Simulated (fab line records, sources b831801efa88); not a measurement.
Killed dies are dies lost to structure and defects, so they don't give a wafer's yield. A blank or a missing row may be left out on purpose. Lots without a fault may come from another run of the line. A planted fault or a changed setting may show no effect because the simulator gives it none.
fab line records | flow sky130
record lots=4 wafers=12 last_day=50
route steps=708 shown LI_CONTACT@376 LOCAL_INTERCONNECT@387 PAD_OPEN@708
lots that met no fault: from a run of the same line without faults
start_h: hours from the record's first day to the start of the lot's first wafer shown | wait_h: hours since the lot's step before | " the same as in the row above | L1.1+2: a row that stands for several wafers | - no value, or no start given | * or withheld: withheld | < > ~ a bound
route shown NAME@n: a module of which the file shows steps, and the number in the route of the first | usual: mean/standard deviation of fault-free wafers | same: alike in all rows | chamber/n: place in a boat | sites: the reading at each site | _std_site: their standard deviation | _edge_site: outer sites' mean less inner sites' | radius_mm: how far each site lies from the wafer's centre | mask NAME#n: copy n | behind: the tool/chamber that last shaped the wafer | hold: why the lot was held/for how many hours/how that ended | device: the transistor (n, p or np) that didn't switch | end of line: the same wafers' tests at the end of the route | a step without rows: its recipe alone | killed: dies lost to structure and defects at the first sort, not the wafer's yield | map: a wafer's dies, x killed, . not, _ none there
set.NAME: the setting as run; set.NAME@STEP: as run at that earlier step | model.NAME: the simulator's own value behind a step, which no gauge read
lots at some steps of the route; a table a step, a row a wafer
services: from which hour (start_h, from the record's first day; less than 0 if before it) a tool's chamber was out of use, for how many hours, and why
## steps
# step SKY_LI_CONTACT_ETCH_14
# recipe chemistry=N2/H2 target=BARC ion_energy_ev=200 source_w=500 bias_w=100 pressure_mtorr=30 n2_flow_sccm=100 h2_flow_sccm=200 stop_on=SiO2 time_s=45.9 target_depth_a=600
# step SKY_LI_CONTACT_ETCH_15
# recipe target=PSG chemistry=C4F8/O2/Ar stop_on=Si taper_deg=4.15 mask_material=KrF-thick source_w=1500 bias_w=1200 pressure_mtorr=40 c4f8_flow_sccm=withheld O2_flow_sccm=6 Ar_flow_sccm=300 time_s=withheld target_depth_a=6000
# step SKY_LI_CONTACT_STRIP_16
# recipe chemistry=O2/N2 power_w=1400 pressure_mtorr=1500 platen_temp_c=withheld o2_flow_sccm=3000 n2_flow_sccm=300 overash_fraction=0.5
# step SKY_LI_CONTACT_CLEAN_17
# recipe chemistry=NMP time_s=600 temp_c=60 dry=n2_spin
# step SKY_LI_CONTACT_PRE_CLEAN_18
# recipe gas=Ar time_s=5.6 bias_v=358
# step SKY_LI_CONTACT_SPUTTER_19
# recipe material=Ti target_thk_nm=20 chamber_pressure_pa=5 power_w=2500 substrate_temp_c=200 time_s=106.37
# step SKY_LI_CONTACT_SPUTTER_20
# recipe material=TiN target_thk_nm=20 chamber_pressure_pa=5 power_w=4000 time_s=80
# step SKY_LI_CONTACT_CVD_21
# recipe material=W target_thk_nm=400 time_s=120.56 temp_c=400 pressure_torr=40
# step SKY_LI_CONTACT_CMP_24
# recipe stop_on=PSG t_overpolish_s=20 down_force_psi=3.5 platen_rpm=60 target_thk_nm=0 pad_velocity_m_s=0.94248
# step SKY_LOCAL_INTERCONNECT_SPUTTER_00
# recipe material=TiN target_thk_nm=100 temp_c=300 power_w=6500 time_s=83.3 chamber_pressure_pa=0.4
# usual susceptor_temp_C=299.98/0.18 throttle_valve_pct=30.2/1.1
# columns lot.wafer tool chamber start_h wait_h susceptor_temp_C throttle_valve_pct model.TiN_of_LOCAL_INTERCONNECT_SPUTTER_00.thk_nm
L754.3 pvd_sputter-02 - 805.24 0.2 300.20 28.4 99.43
L754.4 " - " " 300.01 30.6 98.3
L754.6 " - " " 300.06 28.5 99.39
L752.1 pvd_sputter-02 - 807.00 0.2 299.80 29.2 99.57
L752.3 " - " " - 28.7 77.58
L752.5 " - " " 300.01 29.3 100.2
L755.2 pvd_sputter-02 - 837.00 0.2 - 29.3 79.83
L755.4 " - " " 299.93 30.7 100.7
L755.5 " - " " 299.86 30.8 100
L758.1 pvd_sputter-04 - 838.70 0.2 299.84 31.3 100.3
L758.2 " - " " 299.96 29.0 100.4
L758.3 " - " " 300.17 28.8 99.61
# step SKY_LOCAL_INTERCONNECT_RS_MEAS_01
# recipe thk_meas_gauge=four-point-probe reads=TiN_of_LOCAL_INTERCONNECT_SPUTTER_00
# usual LOCAL_INTERCONNECT_TIN_RS=14.18/0.17
# columns lot.wafer tool chamber start_h wait_h hold LOCAL_INTERCONNECT_TIN_RS[ohm/sq]
L754.3 film_metro-04 - 805.34 0.1 - 14.19
L754.4 " - " " - 14.36
L754.6 " - " " - 14.21
L752.1 film_metro-04 - 807.06 0.0 await_dispo/0.2h/release 14.15
L752.3 " - " " await_dispo/0.2h/release 18.42
L752.5 " - " " await_dispo/0.2h/release 14.06
L752.1 film_metro-04 - 807.35 0.3 - 14.15
L752.3 " - " " - 18.42
L752.5 " - " " - 14.09
L755.2 film_metro-03 - 837.08 0.1 await_dispo/0.2h/release 17.98
L755.4 " - " " await_dispo/0.2h/release 14.07
L755.5 " - " " await_dispo/0.2h/release 14.18
L755.2 film_metro-03 - 837.37 0.3 - 17.98
L755.4 " - " " - 14.07
L755.5 " - " " - 14.17
L758.1 film_metro-01 - 838.76 0.0 - 14.13
L758.2 " - " " - 14.12
L758.3 " - " " - 14.24
# step SKY_LOCAL_INTERCONNECT_THK_MEAS_02
# recipe thk_meas_gauge=xrf reads=TiN_of_LOCAL_INTERCONNECT_SPUTTER_00
# usual LOCAL_INTERCONNECT_TIN_THK=98.5/1.3
# columns lot.wafer tool chamber start_h wait_h hold LOCAL_INTERCONNECT_TIN_THK[nm]
L754.3 film_metro-04 - 805.44 0.1 - 97.7
L754.4 " - " " - 95.9
L754.6 " - " " - 97.0
L752.1 film_metro-04 - 809.53 2.2 await_dispo/0.2h/release 97.0
L752.3 " - " " await_dispo/0.2h/release 76.1
L752.5 " - " " await_dispo/0.2h/release 98.5
L752.1 film_metro-04 - 809.75 0.2 - 97.8
L752.3 " - " " - 76.1
L752.5 " - " " - 97.9
L758.1 film_metro-01 - 838.88 0.1 - 98.8
L758.2 " - " " - 99.7
L758.3 " - " " - 98.0
L755.2 film_metro-03 - 842.62 5.2 await_dispo/0.2h/release 78.8
L755.4 " - " " await_dispo/0.2h/release 99.8
L755.5 " - " " await_dispo/0.2h/release 98.9
L755.2 film_metro-03 - 842.84 0.2 - 79.1
L755.4 " - " " - 100.0
L755.5 " - " " - 98.8
# step SKY_LOCAL_INTERCONNECT_HMDS_04
# recipe prime_time_s=60 prime_temp_c=120
# step SKY_LOCAL_INTERCONNECT_COAT_05
# recipe resist=BARC temp_c=withheld time_s=withheld spin_rpm=3000 resist_thk_nm=60
# step SKY_LOCAL_INTERCONNECT_COAT_06
# recipe resist=KrF-thick spin_rpm=3000 resist_thk_nm=450
# step SKY_LOCAL_INTERCONNECT_SOFTBAKE_07
# recipe temp_c=100 time_s=90 resist=KrF-thick
# step SKY_LOCAL_INTERCONNECT_EXPOSE_08
# recipe mask_id=LI1M na=0.8 source_shape=annular sigma_inner=0.55 sigma_outer=0.85 target_cd_nm=170 dose_mj=28
# step SKY_LOCAL_INTERCONNECT_PEB_09
# recipe peb_temp_c=withheld peb_time_s=withheld resist=KrF-thick
# step SKY_LOCAL_INTERCONNECT_DEVELOP_10
# recipe develop_time_s=60 resist=KrF-thick dev_temp_c=21
# step SKY_LOCAL_INTERCONNECT_ETCH_13
# recipe chemistry=N2/H2 target=BARC ion_energy_ev=200 bias_w=100 pressure_mtorr=30 n2_flow_sccm=100 h2_flow_sccm=200 icp_w=500 stop_on=SiO2 time_s=45.9 target_depth_a=600
# step SKY_LOCAL_INTERCONNECT_METAL_ETCH_14
# recipe target_depth_nm=110 stop_on=PSG chemistry=Cl2/BCl3 target=TiN resist_sidewall_deg=88 pressure_mtorr=10 icp_w=900 bias_w=48.5 Cl2_flow_sccm=60 bcl3_flow_sccm=30 time_s=31.4
# usual drypump_motor_current_A=5.6/0.32 he_backside_leak_sccm=3.45/0.18 oes_product_au=0.940/0.0072 throttle_valve_pct=21.903/0.01
# columns lot.wafer tool chamber start_h wait_h drypump_motor_current_A he_backside_leak_sccm oes_product_au rf_hours_counter_h throttle_valve_pct
L754.3 rie_metal-03 1 832.65 0.0 5.8 3.43 0.940 - 21.907
L754.4 " 0 " " 5.7 3.29 0.928 - 21.892
L754.6 " 0 " " 5.7 3.33 0.938 - 21.919
L752.1 rie_metal-01 1 834.38 0.0 5.6 3.04 0.935 16 21.904
L752.3 " 1 " " 5.6 3.24 0.812 - 21.997
L752.5 " 1 " " 5.6 3.17 0.939 - 21.899
L755.2 rie_metal-04 0 863.85 0.0 5.6 3.51 0.825 14 21.983
L755.4 " 0 " " 5.6 3.56 0.949 - 21.916
L755.5 " 1 " " 6.0 3.68 0.939 - 21.916
L758.1 rie_metal-04 0 865.35 0.0 5.6 3.55 0.942 15 21.889
L758.2 " 1 " " 6.0 3.71 0.931 7 21.895
L758.3 " 1 " " 6.0 3.60 0.938 - 21.909
# step SKY_LOCAL_INTERCONNECT_STRIP_15
# recipe chemistry=O2/N2 power_w=1400 pressure_mtorr=1500 platen_temp_c=withheld o2_flow_sccm=3000 n2_flow_sccm=300 overash_fraction=0.5
# step SKY_LOCAL_INTERCONNECT_STRIP_16
# recipe chemistry=post_etch_residue_remover time_s=1200 temp_c=72.5
# usual bath_guard_temp_C=72.4/0.43
# columns lot.wafer tool chamber start_h wait_h bath_guard_temp_C model.TiN_of_LOCAL_INTERCONNECT_SPUTTER_00.thk_nm
L754.3 wet_bench-03 2 832.78 0.0 71.7 99.01
L754.4 " 2 " " 71.8 97.88
L754.6 " 2 " " 72.1 98.97
L752.1 wet_bench-02 3 834.53 0.1 72.0 99.15
L752.3 " 3 " " 71.9 77.16
L752.5 " 3 " " 71.8 99.79
L755.2 wet_bench-02 2 864.00 0.1 72.5 79.41
L755.4 " 2 " " 72.6 100.3
L755.5 " 2 " " 72.7 99.6
L758.1 wet_bench-01 3 865.50 0.1 73.3 99.89
L758.2 " 3 " " 72.8 100
L758.3 " 3 " " 73.2 99.18
# step SKY_LOCAL_INTERCONNECT_CLEAN_17
# recipe chemistry=IPA time_s=180 temp_c=25
# step SKY_PAD_OPEN_PROBE_99
# usual killed_at_M0_to_M3=43/6.8 killed_at_M4_up=3.3/1.8 killed_at_contacts=25/5.9 killed_at_front_end=16/4.2 killed_at_other=0.3/0.69 killed_dies=87/8.6 killed_open=48/6.3 killed_short=39/5.3
# same gross_dies=492 killed_at_back_side=0
# columns lot.wafer tool chamber start_h wait_h killed_at_M0_to_M3 killed_at_M4_up killed_at_contacts killed_at_front_end killed_at_other killed_dies killed_open killed_short model.etest.res_li.line_ohm_um model.etest.res_li.rs_ohm_sq model.etest.mcon_chain.rc_ohm
L754.3 prober-02 - 1166.24 0.2 37 6 25 13 0 81 44 37 75.58 12.78 17.11
L754.4 prober-02 - 1166.29 0.2 35 3 27 16 1 82 44 37 78.24 13.02 16.26
L754.6 prober-02 - 1166.39 0.2 49 2 20 10 3 84 47 34 75.82 12.8 16.37
L752.1 prober-01 - 1170.54 0.1 44 2 26 15 0 87 43 44 74.53 12.86 17.23
L752.3 prober-01 - 1170.64 0.2 37 4 34 12 0 87 45 42 97.24 16.52 18.72
L752.5 prober-01 - 1170.74 0.2 38 4 33 12 1 88 39 49 74.36 12.85 16.99
L755.2 prober-01 - 1185.20 0.1 41 1 27 10 3 82 38 44 95.57 16.12 19.07
L755.4 prober-01 - 1185.30 0.2 40 5 22 18 0 85 51 33 75.78 12.72 16.65
L755.5 prober-01 - 1185.35 0.2 52 3 29 15 1 100 53 47 76.78 12.82 16.73
L758.1 prober-01 - 1191.94 0.1 52 2 26 11 0 91 53 38 74.56 12.77 17.77
L758.2 prober-01 - 1191.99 0.1 48 4 12 20 0 84 42 42 76.43 12.71 17
L758.3 prober-01 - 1192.04 0.2 51 4 20 19 0 94 52 42 76.08 12.82 16.73
# killed by level:class
L754.3 CONTACT:geometric_particle:open=10 VIA1:geometric_particle:open=8 METAL2:geometric_particle:short=8 VIA2:geometric_particle:open=5 POLY_GATE:geometric_particle:open=5 CONTACT:geometric_particle:short=5 METAL4:geometric_particle:short=5 POLY_GATE:geometric_particle:short=4
L754.4 CONTACT:geometric_particle:open=11 VIA1:geometric_particle:open=8 FIELD_ISO:geometric_particle:short=7 FIELD_ISO:geometric_particle:open=7 VIA2:geometric_particle:open=6 LOCAL_INTERCONNECT:geometric_particle:short=5 VIA2:geometric_particle:short=5 LI_CONTACT:geometric_particle:open=4
L754.6 VIA3:geometric_particle:open=11 VIA1:geometric_particle:open=10 VIA2:geometric_particle:open=7 LOCAL_INTERCONNECT:geometric_particle:short=6 CONTACT:geometric_particle:open=6 METAL2:geometric_particle:short=5 VIA3:geometric_particle:short=4 FIELD_ISO:geometric_particle:open=3
L752.1 VIA1:geometric_particle:open=11 CONTACT:geometric_particle:open=8 LI_CONTACT:geometric_particle:open=6 VIA2:geometric_particle:open=6 LOCAL_INTERCONNECT:geometric_particle:short=5 VIA1:geometric_particle:short=5 POLY_GATE:geometric_particle:short=4 METAL1:geometric_particle:short=4
L752.3 LI_CONTACT:geometric_particle:open=9 VIA1:geometric_particle:open=9 LOCAL_INTERCONNECT:geometric_particle:short=8 CONTACT:geometric_particle:open=8 VIA3:geometric_particle:open=6 VIA1:geometric_particle:short=5 METAL3:geometric_particle:short=5 POLY_GATE:geometric_particle:open=4
L752.5 CONTACT:geometric_particle:open=10 VIA1:geometric_particle:open=10 LOCAL_INTERCONNECT:geometric_particle:short=9 LI_CONTACT:geometric_particle:open=7 METAL2:geometric_particle:short=7 METAL1:geometric_particle:short=6 CONTACT:geometric_particle:short=5 VIA1:geometric_particle:short=4
L755.2 CONTACT:geometric_particle:open=10 VIA1:geometric_particle:open=8 METAL2:geometric_particle:short=8 LOCAL_INTERCONNECT:geometric_particle:short=7 LI_CONTACT:geometric_particle:open=6 VIA1:geometric_particle:short=4 METAL3:geometric_particle:short=4 VIA3:geometric_particle:short=4
L755.4 FIELD_ISO:geometric_particle:open=9 VIA3:geometric_particle:open=7 LI_CONTACT:geometric_particle:open=7 VIA1:geometric_particle:open=7 VIA2:geometric_particle:short=6 VIA2:geometric_particle:open=6 CONTACT:geometric_particle:open=5 FIELD_ISO:geometric_particle:short=4
L755.5 METAL1:geometric_particle:short=12 VIA1:geometric_particle:open=11 CONTACT:geometric_particle:open=10 LI_CONTACT:geometric_particle:open=8 VIA3:geometric_particle:open=8 VIA3:geometric_particle:short=7 FIELD_ISO:geometric_particle:open=6 CONTACT:geometric_particle:short=5
L758.1 VIA2:geometric_particle:open=15 CONTACT:geometric_particle:open=8 LI_CONTACT:geometric_particle:open=7 METAL1:geometric_particle:short=7 VIA1:geometric_particle:open=6 VIA1:geometric_particle:short=6 FIELD_ISO:geometric_particle:open=5 METAL2:geometric_particle:short=5
L758.2 VIA1:geometric_particle:open=13 POLY_GATE:geometric_particle:short=6 VIA1:geometric_particle:short=6 VIA3:geometric_particle:open=6 METAL1:geometric_particle:short=5 POLY_GATE:geometric_particle:open=5 CONTACT:geometric_particle:open=5 METAL2:geometric_particle:short=5
L758.3 VIA1:geometric_particle:open=16 FIELD_ISO:geometric_particle:open=10 CONTACT:geometric_particle:open=8 VIA1:geometric_particle:short=7 METAL3:geometric_particle:short=6 VIA3:geometric_particle:open=6 FIELD_ISO:geometric_particle:short=5 VIA2:geometric_particle:short=5
## services
# columns tool chamber start_h hours kind
rie_metal-03 1 792.09 3.0 repair
rie_metal-01 - 801.57 0.8 repair
wet_bench-02 - 802.50 10.4 repair
wet_bench-02 - 850.86 1.9 pm
pvd_sputter-04 - 857.41 3.3 repair
## key
first_sign step=SKY_LOCAL_INTERCONNECT_RS_MEAS_01 reading=visit direction=added
effect step=SKY_LOCAL_INTERCONNECT_RS_MEAS_01 reading=LOCAL_INTERCONNECT_TIN_RS direction=up sigmas=24 usual=14.18 struck=18.20
effect step=SKY_LOCAL_INTERCONNECT_THK_MEAS_02 reading=visit direction=added
effect step=SKY_LOCAL_INTERCONNECT_THK_MEAS_02 reading=LOCAL_INTERCONNECT_TIN_THK direction=down sigmas=16 usual=98.5 struck=77.5
effect step=SKY_LOCAL_INTERCONNECT_METAL_ETCH_14 reading=oes_product_au direction=down sigmas=17 usual=0.940 struck=0.819
model_effect step=SKY_LOCAL_INTERCONNECT_SPUTTER_00 value=TiN_of_LOCAL_INTERCONNECT_SPUTTER_00.thk_nm without=99.57 struck=78.7
model_effect step=SKY_LOCAL_INTERCONNECT_STRIP_16 value=TiN_of_LOCAL_INTERCONNECT_SPUTTER_00.thk_nm without=99.15 struck=78.28
model_effect step=SKY_PAD_OPEN_PROBE_99 value=etest.res_li.line_ohm_um without=76.21 struck=96.4
met_at SKY_LOCAL_INTERCONNECT_SPUTTER_00
struck_wafers L752.3,L755.2
tester_left_out L752,L755
onset_between 805.24 807.00
fault kind=process_parameter_drift tool=pvd_sputter-02 chamber=- onset_h=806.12 steps=SKY_LOCAL_INTERCONNECT_SPUTTER_00 channel=time_s offset=* shape=step end_h=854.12 scope=struck_wafers_only acts_in=* stated=*
# tester_left_out: of these lots the tester's yield and bins aren't shown, on N5 and GAA mostly nor the transistor test; their killed dies are dies lost to structure and defects alone, not to doping, threshold or leakage, so they don't give the yield
